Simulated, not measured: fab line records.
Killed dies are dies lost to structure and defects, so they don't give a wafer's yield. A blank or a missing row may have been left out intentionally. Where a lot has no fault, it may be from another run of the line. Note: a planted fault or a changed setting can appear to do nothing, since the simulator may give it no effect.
Which tool is to blame? / flow gf180mcu / 13 lots, 39 wafers sampled, at 4 steps of a route of 602

WHAT THE GAUGES READ, wafer by wafer
GF_SAB_OVL_MEAS_10. Usual: SAB_OVL 0.3 nm, standard deviation 1.5.
lot=L893; measured=day 14 21:37; on=overlay-02; SAB_OVL (nm)=-0.2 -0.7 -2.0; flag=
lot=L896; measured=day 15 23:43; on=overlay-01; SAB_OVL (nm)=4.6 1.3 4.8; flag=
lot=L898; measured=day 16 22:28; on=overlay-01; SAB_OVL (nm)=-2.3 -0.8 -1.1; flag=
lot=L900; measured=day 17 14:52; on=overlay-01; SAB_OVL (nm)=-2.7 -1.9 -0.9; flag=
lot=L903; measured=day 18 18:17; on=overlay-02; SAB_OVL (nm)=-0.4 1.2 1.1; flag=
lot=L904; measured=day 19 01:29; on=overlay-01; SAB_OVL (nm)=-1.5 -1.0 -1.0; flag=
lot=L908; measured=day 20 20:10; on=overlay-02; SAB_OVL (nm)=0.9 -0.5 4.5; flag=
lot=L909; measured=day 21 02:46; on=overlay-01; SAB_OVL (nm)=-2.4 -1.3 1.4; flag=
lot=L910; measured=day 21 09:23; on=overlay-02; SAB_OVL (nm)=-1.7 -0.8 0.6; flag=
lot=L912; measured=day 21 21:35; on=overlay-02; SAB_OVL (nm)=0.2 -1.5 0.5; flag=
lot=L913; measured=day 22 08:49; on=overlay-01; SAB_OVL (nm)=1.8 2.2 1.9; flag=
lot=L915; measured=day 22 22:35; on=overlay-02; SAB_OVL (nm)=0.3 0.3 0.1; flag=
lot=L916; measured=day 23 06:44; on=overlay-01; SAB_OVL (nm)=0.0 1.0 0.5; flag=

GF_CONTACT_THK_MEAS_03. Usual: CONTACT_CVD_02_THK 860 nm, standard deviation 15.
lot=L893; measured=day 14 22:48; on=film metro-03; CONTACT_CVD_02_THK (nm)=873 852 884; flag=
lot=L896; measured=day 16 00:47; on=film metro-02; CONTACT_CVD_02_THK (nm)=851 863 881; flag=
lot=L898; measured=day 16 23:32; on=film metro-03; CONTACT_CVD_02_THK (nm)=836 844 859; flag=
lot=L900; measured=day 17 15:56; on=film metro-01; CONTACT_CVD_02_THK (nm)=836 870 853; flag=
lot=L903; measured=day 18 19:21; on=film metro-01; CONTACT_CVD_02_THK (nm)=851 862 872; flag=
lot=L904; measured=day 19 02:33; on=film metro-01; CONTACT_CVD_02_THK (nm)=828 871 841; flag=
lot=L908; measured=day 20 21:14; on=film metro-01; CONTACT_CVD_02_THK (nm)=852 873 865; flag=
lot=L909; measured=day 21 03:50; on=film metro-03; CONTACT_CVD_02_THK (nm)=863 854 847; flag=
lot=L910; measured=day 21 10:27; on=film metro-01; CONTACT_CVD_02_THK (nm)=872 857 847; flag=
lot=L912; measured=day 21 22:44; on=film metro-02; CONTACT_CVD_02_THK (nm)=866 870 880; flag=
lot=L913; measured=day 22 09:53; on=film metro-01; CONTACT_CVD_02_THK (nm)=858 874 871; flag=
lot=L915; measured=day 22 23:44; on=film metro-02; CONTACT_CVD_02_THK (nm)=838 852 856; flag=
lot=L916; measured=day 23 07:56; on=film metro-02; CONTACT_CVD_02_THK (nm)=855 832 855; flag=

GF_CONTACT_OVL_MEAS_15. Usual: CONTACT_OVL 2 nm, standard deviation 4.8.
lot=L893; measured=day 15 21:02; on=overlay-01; CONTACT_OVL (nm)=-3 -3 8; flag=
lot=L896; measured=day 16 23:25; on=overlay-01; CONTACT_OVL (nm)=6 8 13; flag=
lot=L898; measured=day 17 22:31; on=overlay-02; CONTACT_OVL (nm)=0 -2 -8; flag=
lot=L900; measured=day 18 16:19; on=overlay-02; CONTACT_OVL (nm)=8 10 11; flag=
lot=L903; measured=day 19 20:04; on=overlay-02; CONTACT_OVL (nm)=-1 -1 -3; flag=
lot=L904; measured=day 20 03:10; on=overlay-01; CONTACT_OVL (nm)=5 9 4; flag=
lot=L908; measured=day 21 21:28; on=overlay-02; CONTACT_OVL (nm)=-1 4 -4; flag=
lot=L909; measured=day 22 04:37; on=overlay-01; CONTACT_OVL (nm)=5 8 5; flag=
lot=L910; measured=day 22 10:46; on=overlay-01; CONTACT_OVL (nm)=3 0 -5; flag=
lot=L912; measured=day 22 22:46; on=overlay-02; CONTACT_OVL (nm)=-3 2 -4; flag=
lot=L913; measured=day 23 08:58; on=overlay-02; CONTACT_OVL (nm)=-6 -1 -3; flag=
lot=L915; measured=day 23 22:52; on=overlay-01; CONTACT_OVL (nm)=2 3 0; flag=
lot=L916; measured=day 24 06:55; on=overlay-02; CONTACT_OVL (nm)=7 3 4; flag=

EACH LOT AND THE TOOL THAT RAN IT (in order: tool; ch and the chambers of the sampled wafers; start)
lot=L893; GF_CONTACT_CMP_04=cmp-02 ch 0,1,3, day 14 22:56
lot=L896; GF_CONTACT_CMP_04=cmp-02 ch 0,1,3, day 16 00:57
lot=L898; GF_CONTACT_CMP_04=cmp-01 ch 0,1,3, day 16 23:36
lot=L900; GF_CONTACT_CMP_04=cmp-01 ch 1,3, day 17 16:02
lot=L903; GF_CONTACT_CMP_04=cmp-02 ch 2,3, day 18 19:28
lot=L904; GF_CONTACT_CMP_04=cmp-02 ch 1,2,3, day 19 02:37
lot=L908; GF_CONTACT_CMP_04=cmp-01 ch 0,2,3, day 20 21:18
lot=L909; GF_CONTACT_CMP_04=cmp-01 ch 0,2, day 21 03:56
lot=L910; GF_CONTACT_CMP_04=cmp-02 ch 1,2, day 21 10:31
lot=L912; GF_CONTACT_CMP_04=cmp-02 ch 1,3, day 21 22:50
lot=L913; GF_CONTACT_CMP_04=cmp-01 ch 0,3, day 22 09:56
lot=L915; GF_CONTACT_CMP_04=cmp-01 ch 1,2,3, day 22 23:57
lot=L916; GF_CONTACT_CMP_04=cmp-02 ch 0,1, day 23 08:00
- GF_CONTACT_CMP_04: polishes SiO2.

WHAT THE TOOLS THEMSELVES READ (means of the sampled wafers that have a number; where no wafer has one, the mark that the record gives instead)
GF_CONTACT_CMP_04. Usual: edge zone pressure frac 1.000, standard deviation 0.005; head pressure psi 4.000 psi, standard deviation 0.0093; motor current A 12.4 A, standard deviation 1.2; slurry flow ml min 149.9, standard deviation 0.5; time to endpoint s 111 s, standard deviation 7.4.
lot=L893; tool=cmp-02; edge zone pressure frac=0.999; head pressure psi (psi)=3.999; motor current A (A)=12.6; slurry flow ml min=149.5; time to endpoint s (s)=116; flag=
lot=L896; tool=cmp-02; edge zone pressure frac=1.000; head pressure psi (psi)=3.995; motor current A (A)=12.2; slurry flow ml min=149.8; time to endpoint s (s)=114; flag=
lot=L898; tool=cmp-01; edge zone pressure frac=1.003; head pressure psi (psi)=3.997; motor current A (A)=11.8; slurry flow ml min=150.0; time to endpoint s (s)=112; flag=
lot=L900; tool=cmp-01; edge zone pressure frac=1.002; head pressure psi (psi)=3.994; motor current A (A)=10.9; slurry flow ml min=150.6; time to endpoint s (s)=112; flag=
lot=L903; tool=cmp-02; edge zone pressure frac=-; head pressure psi (psi)=-; motor current A (A)=-; slurry flow ml min=-; time to endpoint s (s)=-; flag=OFF
lot=L904; tool=cmp-02; edge zone pressure frac=-; head pressure psi (psi)=-; motor current A (A)=-; slurry flow ml min=-; time to endpoint s (s)=-; flag=OFF
lot=L908; tool=cmp-01; edge zone pressure frac=0.994; head pressure psi (psi)=3.999; motor current A (A)=12.9; slurry flow ml min=150.1; time to endpoint s (s)=110; flag=
lot=L909; tool=cmp-01; edge zone pressure frac=1.001; head pressure psi (psi)=3.992; motor current A (A)=13.6; slurry flow ml min=150.0; time to endpoint s (s)=110; flag=
lot=L910; tool=cmp-02; edge zone pressure frac=1.000; head pressure psi (psi)=3.990; motor current A (A)=12.0; slurry flow ml min=150.1; time to endpoint s (s)=108; flag=
lot=L912; tool=cmp-02; edge zone pressure frac=0.996; head pressure psi (psi)=3.990; motor current A (A)=12.7; slurry flow ml min=149.7; time to endpoint s (s)=115; flag=
lot=L913; tool=cmp-01; edge zone pressure frac=0.997; head pressure psi (psi)=4.003; motor current A (A)=12.7; slurry flow ml min=149.9; time to endpoint s (s)=111; flag=
lot=L915; tool=cmp-01; edge zone pressure frac=1.007; head pressure psi (psi)=3.998; motor current A (A)=12.2; slurry flow ml min=150.1; time to endpoint s (s)=107; flag=
lot=L916; tool=cmp-02; edge zone pressure frac=0.999; head pressure psi (psi)=3.991; motor current A (A)=12.0; slurry flow ml min=150.2; time to endpoint s (s)=111; flag=

THE ANSWER, worked out from the rows above alone
Rule: a lot is off if the mean of its wafers that have a number lies more than 3 standard deviations from the usual mean. A lot without any number at a reading at which 4 lots or more have one is off too. Any other lot the step has rows for is counted as sound. Order of review: gauges by route order, followed by the tools' own readings, for which a lot's mean as printed above is used. The first step at which some lot is off is used, and at that step the reading that is off furthest; a lot without a number counts as furthest.
Off, at GF_CONTACT_CMP_04 on edge zone pressure frac: L903, L904. Without a number there: L903, L904.
If a tool, at that step or one of the process steps before it, ran each lot that is off and ran no sound lot following the first of them, it fits. Of those tried, none fits.

WHAT THE SIMULATOR HAD INSERTED
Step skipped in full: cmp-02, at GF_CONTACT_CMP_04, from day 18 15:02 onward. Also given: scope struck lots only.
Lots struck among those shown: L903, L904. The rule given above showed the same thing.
